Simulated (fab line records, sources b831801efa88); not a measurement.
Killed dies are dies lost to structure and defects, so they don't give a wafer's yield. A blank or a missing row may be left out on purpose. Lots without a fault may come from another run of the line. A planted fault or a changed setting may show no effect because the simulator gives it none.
A struck lot beside a sound one | flow sky130 | 43 steps out of a route of 708
Sound: wafers L503.1, L503.4, L503.5. Struck: wafers L517.3, L517.5. (L517.6 of the same lot was not struck and is left out.) The cause comes at the end.
At each step with rows: each side's tool, then ch and its chambers, then its first start. Under that, the readings that differ: sound wafers | struck wafers | difference of the means | sigmas: that difference in standard deviations of wafers without a fault.
alike: readings whose means differ by less than 2 such deviations, and words and numbers that are the same on both sides. not compared: withheld readings, readings that some wafer has no value for, bounds like >300 that may hide the same value, and numbers for which the record gives no deviation and whose values overlap.
The two part at a step that has a row with sigmas, a row that says differs or no value, or rows on one side only. Numbers that don't overlap but have no deviation are shown without sigmas and don't part them. A reading that every wafer of one side lacks parts them only if that side has two wafers or more.

first, 8 steps without rows for these wafers: SKY_LOCAL_INTERCONNECT_DEHYDRATE_03 (time 60 s); SKY_LOCAL_INTERCONNECT_HMDS_04 (prime time 60 s); SKY_LOCAL_INTERCONNECT_COAT_05 (resist thk 60 nm); SKY_LOCAL_INTERCONNECT_COAT_06 (resist thk 450 nm); SKY_LOCAL_INTERCONNECT_SOFTBAKE_07 (time 90 s); SKY_LOCAL_INTERCONNECT_EXPOSE_08 (exposes mask LI1M, target cd 170 nm); SKY_LOCAL_INTERCONNECT_PEB_09; SKY_LOCAL_INTERCONNECT_DEVELOP_10 (develop time 60 s).
SKY_LOCAL_INTERCONNECT_CD_MEAS_11: target cd 170 nm.
  sound on cd_sem-01, day 31 22:14; struck on cd_sem-02, day 36 16:55
  alike: cd_nm
SKY_LOCAL_INTERCONNECT_OVL_MEAS_12:
  sound on overlay-01, day 31 22:22; struck on overlay-01, day 36 17:01
  alike: LOCAL_INTERCONNECT_OVL
SKY_LOCAL_INTERCONNECT_ETCH_13: etches BARC in N2/H2, stops on SiO2, time 45.9 s, target depth 60 nm.
  sound on rie_metal-03 ch 0, day 31 22:24; struck on rie_metal-02 ch 0,1, day 36 17:03
  alike: drypump_motor_current_A, oes_product_au, throttle_valve_pct
  not compared: rf_hours_counter_h
then, 1 step without rows for these wafers: SKY_LOCAL_INTERCONNECT_METAL_ETCH_14 (etches TiN in Cl2/BCl3, stops on PSG, target depth 110 nm, time 31.4 s).
SKY_LOCAL_INTERCONNECT_STRIP_15: strips in O2/N2.
  sound on plasma_asher-01 ch 0,1, day 31 22:31; struck on plasma_asher-01 ch 1, day 36 17:11
  alike: drypump_motor_current_A, oes_product_au, strip_time_to_endpoint_s
  not compared: rf_hours_counter_h
then, 3 steps without rows for these wafers: SKY_LOCAL_INTERCONNECT_STRIP_16 (strips in post etch residue remover, time 1200 s); SKY_LOCAL_INTERCONNECT_CLEAN_17 (cleans in IPA, time 180 s); SKY_LOCAL_INTERCONNECT_CLEAN_18 (cleans in O3/DIW).
SKY_CONTACT_CVD_00: deposits Si3N4, target thk 75 nm.
  sound on pecvd-01 ch 0,1,2, day 31 23:07; struck on pecvd-01 ch 0,1, day 36 17:44
  alike: heater_power_w
SKY_CONTACT_THK_MEAS_01:
  sound on film_metro-03, day 31 23:08; struck on film_metro-02, day 36 17:48
  alike: CONTACT_CVD_00_THK
then, 1 step without rows for these wafers: SKY_CONTACT_HDPCVD_02 (deposits SiO2, target thk 565 nm, time 94.2 s).
SKY_CONTACT_THK_MEAS_03:
  sound on film_metro-01, day 31 23:16; struck on film_metro-01, day 36 17:56
  alike: CONTACT_HDPCVD_THK
SKY_CONTACT_CMP_04: polishes SiO2.
  sound on cmp-02 ch 1,3, day 31 23:20; struck on cmp-02 ch 0, day 36 17:59
  alike: motor_current_A, time_to_endpoint_s
SKY_CONTACT_BOW_MEAS_05:
  sound on film_metro-02, day 31 23:38; struck on film_metro-02, day 36 18:19
  alike: CONTACT_BOW
then, 8 steps without rows for these wafers: SKY_CONTACT_DEHYDRATE_06 (time 60 s); SKY_CONTACT_HMDS_07 (prime time 60 s); SKY_CONTACT_COAT_08 (resist thk 60 nm); SKY_CONTACT_COAT_09 (resist thk 450 nm); SKY_CONTACT_SOFTBAKE_10 (time 90 s); SKY_CONTACT_EXPOSE_11 (exposes mask CTM1, target cd 170 nm); SKY_CONTACT_PEB_12; SKY_CONTACT_DEVELOP_13 (develop time 60 s).
SKY_CONTACT_CD_MEAS_14: target cd 170 nm.
  sound on cd_sem-02, day 33 03:08; struck on cd_sem-02, day 37 20:23
  alike: cd_nm
SKY_CONTACT_OVL_MEAS_15:
  sound on overlay-01, day 33 03:16; struck on overlay-02, day 37 20:28
  alike: CONTACT_OVL
then, 1 step without rows for these wafers: SKY_CONTACT_ETCH_16 (etches BARC in N2/H2, stops on SiO2, time 45.9 s, target depth 60 nm).
SKY_CONTACT_ETCH_17: etches SiO2 in C4F8/O2/Ar, stops on Si3N4, target depth 340 nm.
  sound on rie_diel-04 ch 0,1,3, day 33 03:20; struck on rie_diel-03 ch 1, day 37 20:32
  alike: oes_product_au
then, 1 step without rows for these wafers: SKY_CONTACT_ETCH_18 (etches Si3N4 in CHF3/O2, stops on TiN, time 39 s, target depth 75 nm).
SKY_CONTACT_STRIP_19: strips in O2/N2.
  sound on plasma_asher-04 ch 0,1, day 33 03:26; struck on plasma_asher-04 ch 0,1, day 37 20:40
  alike: drypump_motor_current_A, oes_product_au, strip_time_to_endpoint_s
  not compared: rf_hours_counter_h
then, 5 steps without rows for these wafers: SKY_CONTACT_STRIP_20 (strips in post etch residue remover, time 1200 s); SKY_CONTACT_CLEAN_21 (cleans in IPA, time 180 s); SKY_CONTACT_CLEAN_22 (cleans in O3/DIW); SKY_CONTACT_SPUTTER_23 (material TiN, target thk 20 nm, time 80 s); SKY_CONTACT_CVD_24 (deposits W, target thk 340 nm, time 102.12 s).
SKY_CONTACT_RS_MEAS_25: measures by four-point-probe.
  sound on film_metro-01, day 33 04:14; struck on film_metro-01, day 37 21:28
  alike: CONTACT_W_RS
-- the record jumps here: 13 days lie between the struck wafers' starts before and after (it left off in module CONTACT and takes up again in module PAD_OPEN, whose first step shown is number 708 of the route) --
SKY_PAD_OPEN_PROBE_99:
  the record has rows for the struck wafers here (prober-02, day 50 09:58) and none for the sound ones

WHERE THEY PART
Only at SKY_PAD_OPEN_PROBE_99, within this record.

WHY: what the simulator had put in
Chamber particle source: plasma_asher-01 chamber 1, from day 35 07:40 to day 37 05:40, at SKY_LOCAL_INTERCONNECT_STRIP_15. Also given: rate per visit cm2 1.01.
